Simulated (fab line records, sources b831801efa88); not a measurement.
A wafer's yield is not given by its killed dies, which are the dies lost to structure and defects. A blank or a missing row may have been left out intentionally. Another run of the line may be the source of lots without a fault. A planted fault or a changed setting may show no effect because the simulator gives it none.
Shared-tool check    flow sky130    11 lots, 42 wafers sampled

== REASON IT WAS OPENED ==
Of 11 lots, 3 have the reading VT_ADJUST_LVTN_TW flagged at SKY_VT_ADJUST_LVTN_TW_MEAS_10. Fault-free wafers read 242.6, with a standard deviation of 0.96.
Rule: a lot is flagged when every wafer of it that has a number lies more than 4 standard deviations from that mean, or none has a number. The rest of the lots are taken to be sound.

lot   measured      on             VT_ADJUST_LVTN_TW, wafer by wafer  flag
L474  day 7 01:16   film-metro-03  242.5 244.1 242.2                  
L479  day 8 19:45   film-metro-02  244.4 242.2 243.2                  
L480  day 8 20:59   film-metro-02  243.9 242.1 243.5                  
L482  day 9 09:51   film-metro-02  30.3 30.3 30.4 30.4 30.3 30.2      FLAGGED
L483  day 9 18:28   film-metro-03  30.2 30.4 30.1 30.3 30.2 30.3      FLAGGED
L484  day 9 20:05   film-metro-02  30.2 30.3 30.2 30.3 30.3 30.2      FLAGGED
L486  day 10 08:50  film-metro-03  240.8 242.7 241.2                  
L490  day 11 09:32  film-metro-02  243.0 242.3 241.9                  
L492  day 12 02:34  film-metro-02  243.3 241.8 241.8                  
L495  day 13 09:52  film-metro-03  241.4 241.8 241.3                  
L496  day 13 11:04  film-metro-02  244.6 243.7 242.8                  
The numbers of the flagged lots are 30.3 on average: -212.3 against the usual, or -99 or more standard deviations.

== TOOL THAT RAN EACH LOT ==
The record holds 3 process steps before the reading, out of a route of 708 steps. Read each cell as the tool, then ch plus the chambers that the sampled wafers visited, then the start.
lot   flag     SKY_PWDE_STRIP_09                    SKY_VT_ADJUST_HVTP_STRIP_10           SKY_VT_ADJUST_LVTN_STRIP_09
L474           plasma-asher-03 ch 0,1, day 3 23:24  plasma-asher-04 ch 1, day 6 05:31     plasma-asher-03 ch 0,1, day 7 01:03
L479           plasma-asher-03 ch 0,1, day 5 12:48  plasma-asher-02 ch 0,1, day 7 22:42   plasma-asher-02 ch 0,1, day 8 19:39
L480           plasma-asher-04 ch 0,1, day 5 13:09  plasma-asher-01 ch 0,1, day 7 23:42   plasma-asher-01 ch 0, day 8 20:53
L482  FLAGGED  plasma-asher-01 ch 0,1, day 5 23:50  plasma-asher-04 ch 0,1, day 8 13:06   plasma-asher-01 ch 0,1, day 9 09:46
L483  FLAGGED  plasma-asher-03 ch 0,1, day 6 08:47  plasma-asher-04 ch 0, day 8 21:31     plasma-asher-03 ch 1, day 9 18:21
L484  FLAGGED  plasma-asher-04 ch 0,1, day 6 09:29  plasma-asher-02 ch 0,1, day 8 22:16   plasma-asher-01 ch 0,1, day 9 19:59
L486           plasma-asher-01 ch 0, day 6 20:35    plasma-asher-02 ch 0,1, day 9 10:03   plasma-asher-02 ch 0,1, day 10 08:38
L490           plasma-asher-04 ch 0,1, day 7 18:18  plasma-asher-02 ch 0,1, day 10 10:40  plasma-asher-01 ch 0,1, day 11 09:26
L492           plasma-asher-03 ch 0,1, day 8 08:29  plasma-asher-04 ch 0,1, day 11 03:17  plasma-asher-03 ch 0,1, day 12 02:29
L495           plasma-asher-04 ch 0,1, day 9 09:36  plasma-asher-02 ch 0,1, day 12 07:46  plasma-asher-03 ch 0,1, day 13 09:45
L496           plasma-asher-03 ch 0,1, day 9 10:05  plasma-asher-02 ch 0,1, day 12 08:58  plasma-asher-01 ch 0,1, day 13 10:56
What is done by these steps:
- SKY_PWDE_STRIP_09: strips in O2/N2.
- SKY_VT_ADJUST_HVTP_STRIP_10: strips in O2/N2.
- SKY_VT_ADJUST_LVTN_STRIP_09: strips in O2/N2.
- SKY_VT_ADJUST_LVTN_TW_MEAS_10

== FLAGGED OVER TOTAL, TOOL BY TOOL (the gauges that took the reading come last) ==
step                           tool             lots run  flagged  share of the flagged lots  sound lots run after its first flagged lot
SKY_PWDE_STRIP_09              plasma-asher-01  2         1        some                       1 (L486)
SKY_PWDE_STRIP_09              plasma-asher-03  5         1        some                       2 (L492,L496)
SKY_PWDE_STRIP_09              plasma-asher-04  4         1        some                       2 (L490,L495)
SKY_VT_ADJUST_HVTP_STRIP_10    plasma-asher-01  1         0        none                       -
SKY_VT_ADJUST_HVTP_STRIP_10    plasma-asher-02  6         1        some                       4 (L486,L490,L495,L496)
SKY_VT_ADJUST_HVTP_STRIP_10    plasma-asher-04  4         2        some                       1 (L492)
SKY_VT_ADJUST_LVTN_STRIP_09    plasma-asher-01  5         2        some                       2 (L490,L496)
SKY_VT_ADJUST_LVTN_STRIP_09    plasma-asher-02  2         0        none                       -
SKY_VT_ADJUST_LVTN_STRIP_09    plasma-asher-03  4         1        some                       2 (L492,L495)
SKY_VT_ADJUST_LVTN_TW_MEAS_10  film-metro-02    7         2        some                       3 (L490,L492,L496)
SKY_VT_ADJUST_LVTN_TW_MEAS_10  film-metro-03    4         1        some                       2 (L486,L495)

== WHAT IS ALLOWED BY THE TABLE ==
No row of the table ran every flagged lot.

== WHAT WAS PUT IN BY THE SIMULATOR ==
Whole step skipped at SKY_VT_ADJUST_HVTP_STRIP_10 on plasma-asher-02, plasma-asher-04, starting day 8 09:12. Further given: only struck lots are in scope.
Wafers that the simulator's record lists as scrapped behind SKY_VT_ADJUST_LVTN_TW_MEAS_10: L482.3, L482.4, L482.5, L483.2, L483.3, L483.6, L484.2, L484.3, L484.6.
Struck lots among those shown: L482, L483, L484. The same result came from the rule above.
